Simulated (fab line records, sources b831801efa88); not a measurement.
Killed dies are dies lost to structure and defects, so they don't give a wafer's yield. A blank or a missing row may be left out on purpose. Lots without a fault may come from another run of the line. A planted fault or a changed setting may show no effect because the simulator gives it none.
fab line records | flow sky130
record lots=13 wafers=39 last_day=50
route steps=708 shown LDD_LDN@301 LI_CONTACT@381 LOCAL_INTERCONNECT@398 CONTACT@407 PAD_OPEN@708
lots that met no fault: from a run of the same line without faults
start_h: hours from the record's first day to the start of the lot's first wafer shown | wait_h: hours since the lot's step before | " the same as in the row above | L1.1+2: a row that stands for several wafers | - no value, or no start given | * or withheld: withheld | < > ~ a bound
route shown NAME@n: a module of which the file shows steps, and the number in the route of the first | usual: mean/standard deviation of fault-free wafers | same: alike in all rows | chamber/n: place in a boat | sites: the reading at each site | _std_site: their standard deviation | _edge_site: outer sites' mean less inner sites' | radius_mm: how far each site lies from the wafer's centre | mask NAME#n: copy n | behind: the tool/chamber that last shaped the wafer | hold: why the lot was held/for how many hours/how that ended | device: the transistor (n, p or np) that didn't switch | end of line: the same wafers' tests at the end of the route | a step without rows: its recipe alone | killed: dies lost to structure and defects at the first sort, not the wafer's yield | map: a wafer's dies, x killed, . not, _ none there
set.NAME: the setting as run; set.NAME@STEP: as run at that earlier step | model.NAME: the simulator's own value behind a step, which no gauge read
steps of the route over a sample of lots; a table a step, a row a wafer
services: from which hour (start_h, from the record's first day; less than 0 if before it) a tool's chamber was out of use, for how many hours, and why
## steps
# step SKY_LDD_LDN_STRIP_12
# recipe chemistry=O2/N2 power_w=1400 pressure_mtorr=1500 platen_temp_c=withheld o2_flow_sccm=3000 n2_flow_sccm=300 overash_fraction=0.5
# usual drypump_motor_current_A=5.7/0.44 oes_product_au=0.715/0.0047 strip_time_to_endpoint_s=14.18/0.037
# columns lot.wafer tool chamber start_h wait_h drypump_motor_current_A oes_product_au rf_hours_counter_h strip_time_to_endpoint_s
L571.1 plasma_asher-02 0 551.75 0.1 5.9 0.709 44 14.16
L571.2 " 1 " " 5.7 0.713 44 14.18
L571.6 " 1 " " 5.7 0.718 - 14.19
L572.2 plasma_asher-03 0 572.30 0.1 5.2 0.715 85 14.14
L572.3 " 1 " " 5.3 0.707 - 14.21
L572.4 " 0 " " 5.2 0.717 - 14.13
L573.3 plasma_asher-03 0 578.28 0.1 5.2 0.720 - 14.18
L573.5 " 1 " " 5.3 0.720 - 14.20
L573.6 " 0 " " 5.2 0.717 - 14.16
L575.1 plasma_asher-03 0 587.98 0.1 5.2 0.719 86 14.17
L575.2 " 1 " " 5.3 0.719 86 14.16
L575.5 " 0 " " 5.3 0.722 - 14.13
L574.2 plasma_asher-02 0 589.80 0.1 6.0 0.715 48 14.19
L574.3 " 1 " " 5.7 0.712 - 14.19
L574.5 " 1 " " 5.8 0.714 - 14.25
L576.1 plasma_asher-02 1 591.85 0.1 5.8 0.720 48 14.17
L576.4 " 0 " " 5.9 0.722 - 14.19
L576.6 " 1 " " 5.7 0.715 - 14.21
L578.3 plasma_asher-02 0 607.08 0.1 6.0 0.723 - 14.23
L578.4 " 1 " " 5.8 0.725 - 14.28
L578.5 " 1 " " 5.7 0.720 - 14.22
L581.1 plasma_asher-03 0 630.95 0.1 5.3 0.716 90 14.20
L581.4 " 1 " " 5.3 0.706 - 14.26
L581.6 " 1 " " 5.3 0.721 - 14.21
L583.2 plasma_asher-02 0 648.65 0.1 6.0 0.705 54 14.17
L583.3 " 0 " " 6.0 0.708 - 14.15
L583.6 " 0 " " 5.9 0.712 - 14.20
L584.2 plasma_asher-02 0 651.55 0.1 6.0 0.950 54 -
L584.3 " 0 " " 6.0 0.961 - -
L584.5 " 1 " " 5.7 0.948 - -
L585.1 plasma_asher-03 1 661.00 0.1 5.3 0.711 93 14.15
L585.2 " 0 " " 5.2 0.710 93 14.19
L585.4 " 0 " " 5.2 0.725 - 14.15
L587.1 plasma_asher-03 0 679.10 0.1 5.2 0.722 95 14.18
L587.2 " 1 " " 5.3 0.713 95 14.17
L587.6 " 1 " " 5.3 0.720 - 14.19
L592.1 plasma_asher-02 1 722.38 0.1 5.7 0.711 64 14.14
L592.2 " 0 " " 5.9 0.718 64 14.18
L592.6 " 0 " " 5.9 0.712 - 14.15
# step SKY_LI_CONTACT_SPUTTER_19
# recipe material=Ti target_thk_nm=20 chamber_pressure_pa=5 power_w=2500 substrate_temp_c=200 time_s=106.37
# usual throttle_valve_pct=30.1/0.96
# columns lot.wafer tool chamber start_h wait_h throttle_valve_pct
L571.1 pvd_sputter-02 - 701.02 0.0 29.0
L571.2 " - " " 32.5
L571.6 " - " " 29.6
L572.2 pvd_sputter-02 - 718.93 0.0 32.2
L572.3 " - " " 29.2
L572.4 " - " " 29.6
L573.3 pvd_sputter-02 - 723.21 0.0 29.7
L573.5 " - " " 32.4
L573.6 " - " " 29.9
L575.1 pvd_sputter-02 - 733.86 0.0 29.4
L575.2 " - " " 29.2
L575.5 " - " " 29.6
L574.2 pvd_sputter-03 - 735.59 0.0 30.2
L574.3 " - " " 29.2
L574.5 " - " " 29.1
L576.1 pvd_sputter-03 - 740.09 0.0 29.9
L576.4 " - " " 30.5
L576.6 " - " " 29.3
L578.3 pvd_sputter-01 - 751.29 0.0 30.2
L578.4 " - " " 30.1
L578.5 " - " " 30.1
L581.1 pvd_sputter-02 - 773.82 0.0 29.7
L581.4 " - " " 29.1
L581.6 " - " " 29.5
L583.2 pvd_sputter-02 - 792.34 0.0 32.1
L583.3 " - " " 29.7
L583.6 " - " " 32.2
L585.1 pvd_sputter-02 - 804.14 0.0 29.8
L585.2 " - " " 32.3
L585.4 " - " " 29.2
L587.1 pvd_sputter-03 - 819.36 0.0 30.3
L587.2 " - " " 29.7
L587.6 " - " " 30.0
L592.1 pvd_sputter-01 - 861.44 0.0 30.8
L592.2 " - " " 30.0
L592.6 " - " " 30.9
# step SKY_LOCAL_INTERCONNECT_CD_MEAS_11
# recipe target_cd_nm=170
# usual cd_nm=169.6/1.8
# columns lot.wafer tool chamber start_h wait_h cd_nm
L571.1 cd_sem-02 - 729.74 - 167.9
L571.2 " - " " 169.1
L571.6 " - " " 168.4
L572.2 cd_sem-02 - 745.68 - 170.5
L572.3 " - " " 170.5
L572.4 " - " " 171.1
L573.3 cd_sem-02 - 751.80 - 172.8
L573.5 " - " " 170.6
L573.6 " - " " 172.5
L575.1 cd_sem-02 - 761.56 - 169.6
L575.2 " - " " 170.5
L575.5 " - " " 170.3
L574.2 cd_sem-02 - 763.73 - 168.4
L574.3 " - " " 169.3
L574.5 " - " " 168.4
L576.1 cd_sem-02 - 767.89 - 167.9
L576.4 " - " " 167.8
L576.6 " - " " 171.0
L578.3 cd_sem-01 - 779.10 - 168.5
L578.4 " - " " 167.1
L578.5 " - " " 168.7
L581.1 cd_sem-01 - 800.84 - 167.4
L581.4 " - " " 167.3
L581.6 " - " " 166.9
L583.2 cd_sem-01 - 820.33 - 172.0
L583.3 " - " " 172.1
L583.6 " - " " 171.5
L585.1 cd_sem-02 - 831.64 - 169.7
L585.2 " - " " 169.8
L585.4 " - " " 170.0
L587.1 cd_sem-01 - 847.39 - 167.1
L587.2 " - " " 167.0
L587.6 " - " " 167.4
L592.1 cd_sem-02 - 888.65 - 166.7
L592.2 " - " " 168.6
L592.6 " - " " 167.7
# step SKY_CONTACT_THK_MEAS_01
# recipe reads=Si3N4_of_CONTACT_CVD_00
# usual CONTACT_CVD_00_THK=75.4/1.3
# columns lot.wafer tool chamber start_h wait_h CONTACT_CVD_00_THK[nm]
L571.1 film_metro-04 - 730.68 - 75.0
L571.2 " - " " 75.2
L571.6 " - " " 76.4
L572.2 film_metro-03 - 746.79 - 75.4
L572.3 " - " " 76.0
L572.4 " - " " 75.1
L573.3 film_metro-04 - 752.80 - 74.6
L573.5 " - " " 75.8
L573.6 " - " " 76.2
L575.1 film_metro-04 - 762.56 - 73.4
L575.2 " - " " 74.5
L575.5 " - " " 74.5
L574.2 film_metro-04 - 764.66 - 75.1
L574.3 " - " " 75.2
L574.5 " - " " 76.8
L576.1 film_metro-01 - 768.90 - 73.9
L576.4 " - " " 77.7
L576.6 " - " " 75.1
L578.3 film_metro-03 - 780.00 - 74.5
L578.4 " - " " 75.6
L578.5 " - " " 74.1
L581.1 film_metro-01 - 801.83 - 73.8
L581.4 " - " " 75.9
L581.6 " - " " 75.6
L583.2 film_metro-03 - 821.69 - 74.8
L583.3 " - " " 75.8
L583.6 " - " " 76.1
L585.1 film_metro-03 - 832.95 - 74.7
L585.2 " - " " 75.7
L585.4 " - " " 76.2
L587.1 film_metro-04 - 848.41 - 74.8
L587.2 " - " " 74.0
L587.6 " - " " 75.6
L592.1 film_metro-04 - 889.56 - 73.5
L592.2 " - " " 74.6
L592.6 " - " " 75.6
# step SKY_PAD_OPEN_PROBE_99
# usual killed_at_M0_to_M3=44/7.1 killed_at_M4_up=3.5/2 killed_at_contacts=24/5.3 killed_at_front_end=15/4.8 killed_at_other=0.1/0.35 killed_dies=86/9.3 killed_on_rim=17/4 killed_open=47/7.8 killed_short=39/5.9
# same gross_dies=492 killed_at_back_side=0
# columns lot.wafer tool chamber start_h wait_h killed_at_M0_to_M3 killed_at_M4_up killed_at_contacts killed_at_front_end killed_at_other killed_dies killed_on_rim killed_open killed_short
L584.2 prober-01 - 1162.59 0.1 49 2 17 383 0 451 70 47 50
L584.3 prober-01 - 1162.64 0.2 54 1 25 375 0 455 75 58 45
L584.5 prober-01 - 1162.74 0.2 39 7 22 401 0 469 87 53 39
# killed by level:class
L584.2 SPACER:area_cvd=354 VIA1:geometric_particle:open=9 POLY_GATE:geometric_particle:short=8 METAL1:geometric_particle:short=8 CONTACT:geometric_particle:open=6 FIELD_ISO:geometric_particle:short=5 FIELD_ISO:geometric_particle:open=5 LI_CONTACT:geometric_particle:open=5
L584.3 SPACER:area_cvd=352 VIA1:geometric_particle:open=13 METAL2:geometric_particle:short=12 CONTACT:geometric_particle:open=11 LI_CONTACT:geometric_particle:open=7 POLY_GATE:geometric_particle:open=6 VIA3:geometric_particle:open=6 FIELD_ISO:geometric_particle:short=5
L584.5 SPACER:area_cvd=377 VIA1:geometric_particle:open=14 LI_CONTACT:geometric_particle:open=8 VIA3:geometric_particle:open=7 FIELD_ISO:geometric_particle:short=6 POLY_GATE:geometric_particle:open=5 LOCAL_INTERCONNECT:geometric_particle:short=5 CONTACT:geometric_particle:open=5
## services
# columns tool chamber start_h hours kind
pvd_sputter-01 - 563.23 4.3 repair
pvd_sputter-02 2 581.52 - consumable_replace:kit
pvd_sputter-02 2 581.52 18.0 scheduled_down
pvd_sputter-02 2 581.52 18.0 vent_cycle
plasma_asher-03 - 592.93 2.7 repair
pvd_sputter-02 - 606.49 8.7 repair
pvd_sputter-03 0 613.06 - consumable_replace:kit
pvd_sputter-03 0 613.06 18.0 scheduled_down
pvd_sputter-03 0 613.06 18.0 vent_cycle
plasma_asher-03 - 624.80 6.1 repair
plasma_asher-03 - 626.74 1.1 repair
pvd_sputter-01 - 703.14 0.8 repair
pvd_sputter-01 - 724.49 9.5 repair
plasma_asher-03 - 733.75 9.0 pm
plasma_asher-03 0 733.75 9.0 vent_cycle
plasma_asher-03 1 733.75 9.0 vent_cycle
pvd_sputter-03 - 740.35 2.5 repair
plasma_asher-03 0 742.75 - clean
plasma_asher-03 1 742.75 - clean
plasma_asher-02 - 747.11 0.4 repair
pvd_sputter-03 - 752.64 2.5 repair
pvd_sputter-01 - 799.47 5.5 repair
pvd_sputter-02 - 810.01 38.3 repair
pvd_sputter-01 - 849.20 0.5 repair
## key
first_sign step=SKY_LDD_LDN_STRIP_12 reading=oes_product_au direction=up sigmas=50 usual=0.715 struck=0.953
effect step=SKY_PAD_OPEN_PROBE_99 reading=killed_at_front_end direction=up sigmas=77 usual=15 struck=386
more_kills_born_at SKY_SPACER_CVD_00@lpcvd-02=1083
met_at SKY_LDD_LDN_STRIP_12
struck_lots L584
later_rows_left_out L584.2,L584.3,L584.5
tester_left_out L584
not_acting_at SKY_LI_CONTACT_SPUTTER_19,SKY_LOCAL_INTERCONNECT_CD_MEAS_11,SKY_CONTACT_THK_MEAS_01
onset_between 648.65 651.55
fault kind=strip_aborted tool=plasma_asher-02 chamber=- onset_h=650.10 steps=SKY_LDD_LDN_STRIP_12 offset=0.38779 end_h=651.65
# tester_left_out: of these lots the tester's yield and bins aren't shown, on N5 and GAA mostly nor the transistor test; their killed dies are dies lost to structure and defects alone, not to doping, threshold or leakage, so they don't give the yield
# later_rows_left_out: the simulator's readings of these wafers behind a module that went badly wrong aren't trusted and aren't shown, but for the sort
